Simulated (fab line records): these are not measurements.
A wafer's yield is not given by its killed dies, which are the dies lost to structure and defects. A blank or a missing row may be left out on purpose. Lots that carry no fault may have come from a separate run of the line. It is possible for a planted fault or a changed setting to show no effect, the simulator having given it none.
Check for tools in common :: flow sky130 :: Sampled: 13 lots, 39 wafers

## WHY THIS WAS OPENED
At SKY_PWDE_TW_MEAS_10 the reading PWDE_TW is flagged on 1 of 13 lots. Fault-free wafers read 372.3, with a standard deviation of 2.7.
Rule: a lot is flagged when every wafer of it that has a number lies more than 4 standard deviations from that mean, or none has a number. As for the other lots, they are considered sound.

lot: L194
measured: day 4 01:44
on: film metro-04
PWDE_TW, wafer by wafer: 370.4 373.2 372.5
flag: 

lot: L196
measured: day 4 11:31
on: film metro-04
PWDE_TW, wafer by wafer: 371.7 368.3 372.6
flag: 

lot: L198
measured: day 4 23:56
on: film metro-04
PWDE_TW, wafer by wafer: 370.4 371.8 369.8
flag: 

lot: L199
measured: day 5 06:10
on: film metro-04
PWDE_TW, wafer by wafer: 371.4 369.8 371.1
flag: 

lot: L201
measured: day 5 22:01
on: film metro-02
PWDE_TW, wafer by wafer: 372.2 371.6 369.7
flag: 

lot: L204
measured: day 6 09:49
on: film metro-01
PWDE_TW, wafer by wafer: 375.9 375.6 375.2
flag: 

lot: L205
measured: day 6 13:22
on: film metro-01
PWDE_TW, wafer by wafer: 379.6 376.4 377.7
flag: 

lot: L206
measured: day 7 06:43
on: film metro-01
PWDE_TW, wafer by wafer: 373.2 373.4 372.5
flag: 

lot: L207
measured: day 7 22:12
on: film metro-02
PWDE_TW, wafer by wafer: 29.7 29.9 29.7
flag: FLAGGED

lot: L209
measured: day 8 10:43
on: film metro-04
PWDE_TW, wafer by wafer: 369.8 371.8 372.0
flag: 

lot: L210
measured: day 8 11:04
on: film metro-04
PWDE_TW, wafer by wafer: 371.3 373.0 373.6
flag: 

lot: L212
measured: day 8 19:37
on: film metro-01
PWDE_TW, wafer by wafer: 377.4 375.3 378.5
flag: 

lot: L216
measured: day 9 21:07
on: film metro-02
PWDE_TW, wafer by wafer: 372.8 372.6 372.3
flag: 
Flagged lots average 29.8: -342.5 relative to the usual, that is -99 or more standard deviations.

## LOT BY LOT: THE TOOL USED
The record holds 1 process step before the reading, out of a route of 708 steps. Every cell lists first the tool, next ch and the chambers used by the sampled wafers, and last the start.
lot: L194
flag: 
SKY_PWDE_EXPOSE_04: iline stepper-01 ch 0, day 3 17:35

lot: L196
flag: 
SKY_PWDE_EXPOSE_04: iline stepper-02 ch 0, day 4 03:08

lot: L198
flag: 
SKY_PWDE_EXPOSE_04: iline stepper-01 ch 0, day 4 15:27

lot: L199
flag: 
SKY_PWDE_EXPOSE_04: iline stepper-01 ch 0, day 4 21:17

lot: L201
flag: 
SKY_PWDE_EXPOSE_04: iline stepper-01 ch 0, day 5 12:47

lot: L204
flag: 
SKY_PWDE_EXPOSE_04: iline stepper-02 ch 0, day 6 00:46

lot: L205
flag: 
SKY_PWDE_EXPOSE_04: iline stepper-01 ch 0, day 6 05:04

lot: L206
flag: 
SKY_PWDE_EXPOSE_04: iline stepper-02 ch 0, day 6 21:49

lot: L207
flag: FLAGGED
SKY_PWDE_EXPOSE_04: iline stepper-02 ch 0, day 7 13:05

lot: L209
flag: 
SKY_PWDE_EXPOSE_04: iline stepper-02 ch 0, day 8 01:01

lot: L210
flag: 
SKY_PWDE_EXPOSE_04: iline stepper-01 ch 0, day 8 01:16

lot: L212
flag: 
SKY_PWDE_EXPOSE_04: iline stepper-02 ch 0, day 8 09:35

lot: L216
flag: 
SKY_PWDE_EXPOSE_04: iline stepper-01 ch 0, day 9 10:44
What the steps here do:
- SKY_PWDE_EXPOSE_04: exposes mask PWDEM, target cd 840 nm.
- SKY_PWDE_TW_MEAS_10

## FLAGGED OVER TOTAL, TOOL BY TOOL (the gauges that took the reading come last)
step: SKY_PWDE_EXPOSE_04
tool: iline stepper-01
lots run: 7
flagged: 0
share of the flagged lots: none
sound lots run after its first flagged lot: -

step: SKY_PWDE_EXPOSE_04
tool: iline stepper-02
lots run: 6
flagged: 1
share of the flagged lots: all
sound lots run after its first flagged lot: 2 (L209,L212)

step: SKY_PWDE_TW_MEAS_10
tool: film metro-01
lots run: 4
flagged: 0
share of the flagged lots: none
sound lots run after its first flagged lot: -

step: SKY_PWDE_TW_MEAS_10
tool: film metro-02
lots run: 3
flagged: 1
share of the flagged lots: all
sound lots run after its first flagged lot: 1 (L216)

step: SKY_PWDE_TW_MEAS_10
tool: film metro-04
lots run: 6
flagged: 0
share of the flagged lots: none
sound lots run after its first flagged lot: -

## WHAT IS ALLOWED BY THE TABLE
Every flagged lot went through 2 rows of the table: iline stepper-02 at SKY_PWDE_EXPOSE_04 and film metro-02 at SKY_PWDE_TW_MEAS_10.
- iline stepper-02 at SKY_PWDE_EXPOSE_04 ran 6 lots, 1 of them flagged. Lots that were sound ran on it after the first flagged one (L209, L212); a persistent fault on the entire tool would not allow that.
- film metro-02 at SKY_PWDE_TW_MEAS_10 ran 3 lots, 1 of them flagged. Lots that were sound ran on it after the first flagged one (L216); a persistent fault on the entire tool would not allow that.
There is no row in the table that ran each flagged lot and no sound lot after the first.

## WHAT THE SIMULATOR PUT IN
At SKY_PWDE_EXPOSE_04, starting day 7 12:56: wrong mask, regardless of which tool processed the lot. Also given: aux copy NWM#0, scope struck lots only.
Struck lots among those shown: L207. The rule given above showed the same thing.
